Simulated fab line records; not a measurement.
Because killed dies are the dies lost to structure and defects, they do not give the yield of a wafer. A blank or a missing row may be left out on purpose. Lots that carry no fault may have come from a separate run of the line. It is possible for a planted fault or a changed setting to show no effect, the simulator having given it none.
Which tool did it? ; flow gf180mcu ; 42 wafers from 14 lots sampled at 2 of the route's 602 steps

WHAT THE GAUGES READ, wafer by wafer
GF_NSD_OVL_MEAS_08. Usual: NSD_OVL 0.6 nm, standard deviation 1.2.
lot;measured;on;NSD_OVL (nm);flag
L669;day 13 08:59;overlay-01;3.4 2.9 2.0;
L670;day 13 13:02;overlay-01;1.1 0.5 1.9;
L671;day 14 00:26;overlay-02;1.1 -1.1 0.1;
L673;day 14 14:29;overlay-02;0.1 -0.1 1.4;
L674;day 15 03:08;overlay-01;1.7 1.1 0.8;
L675;day 15 12:29;overlay-02;0.4 -1.4 0.4;
L683;day 18 02:46;overlay-02;-137.7 -141.9 -140.4;OFF
L684;day 18 15:41;overlay-01;0.3 0.2 2.0;
L685;day 18 19:17;overlay-02;-142.6 -143.1 -140.9;OFF
L686;day 18 22:08;overlay-01;-139.5 -141.5 -141.5;OFF
L687;day 19 08:10;overlay-02;2.9 2.1 -0.3;
L689;day 19 20:17;overlay-02;-0.1 -0.1 -0.9;
L690;day 20 06:11;overlay-02;1.9 1.0 -0.4;
L691;day 20 17:52;overlay-01;0.8 1.8 -0.6;

WHAT TOOL EACH LOT RAN ON (gives the tool, then ch and the chambers of the sampled wafers, and finally the start)
lot;GF_NSD_EXPOSE_04
L669;iline-stepper-02 ch 0, day 12 22:23
L670;iline-stepper-01 ch 0, day 13 03:11
L671;iline-stepper-01 ch 0, day 13 14:08
L673;iline-stepper-01 ch 0, day 14 04:37
L674;iline-stepper-02 ch 0, day 14 16:07
L675;iline-stepper-01 ch 0, day 15 02:14
L683;iline-stepper-01 ch 0, day 17 15:29
L684;iline-stepper-02 ch 0, day 18 04:34
L685;iline-stepper-01 ch 0, day 18 07:46
L686;iline-stepper-01 ch 0, day 18 10:53
L687;iline-stepper-02 ch 0, day 18 19:50
L689;iline-stepper-02 ch 0, day 19 08:48
L690;iline-stepper-02 ch 0, day 19 17:42
L691;iline-stepper-02 ch 0, day 20 06:33
- GF_NSD_EXPOSE_04: exposes mask Nplus, target cd 400 nm.

AS READ BY THE TOOLS THEMSELVES (means over the sampled wafers that have a number; for cases with no such wafer, the mark the record gives instead)
The record holds no such reading with a usual standard deviation.

THE ANSWER, worked out from the rows above alone
Rule: a lot is off if the mean of its wafers that have a number lies more than 3 standard deviations from the usual mean. A lot without any number at a reading at which 4 lots or more have one is off too. The other lots that the step has rows for count as sound. After the gauges, taken in route order, come the tools' own readings; for these a lot's mean is taken, as printed above. The first step at which some lot is off is used, and at that step the reading that is off furthest; a lot without a number counts as furthest.
Off: L683, L685, L686, seen at GF_NSD_OVL_MEAS_08 (NSD_OVL).
If a tool, at a process step before that reading, ran all the lots that are off and no sound lot after the first of them, it fits. Those tools and the gauges at GF_NSD_OVL_MEAS_08 are tried in the same way. One fits: GF_NSD_EXPOSE_04 on iline-stepper-01. Its last sound lot is L675 (day 15 02:14), its first lot that is off L683 (day 17 15:29): a fault that began between those two fits.

WHAT HAD BEEN PUT IN BY THE SIMULATOR
Scanner matching overlay: iline-stepper-01, from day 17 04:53 on, at GF_NSD_EXPOSE_04. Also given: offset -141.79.
Struck lots among those shown: L683, L685, L686. Same finding as the rule above.
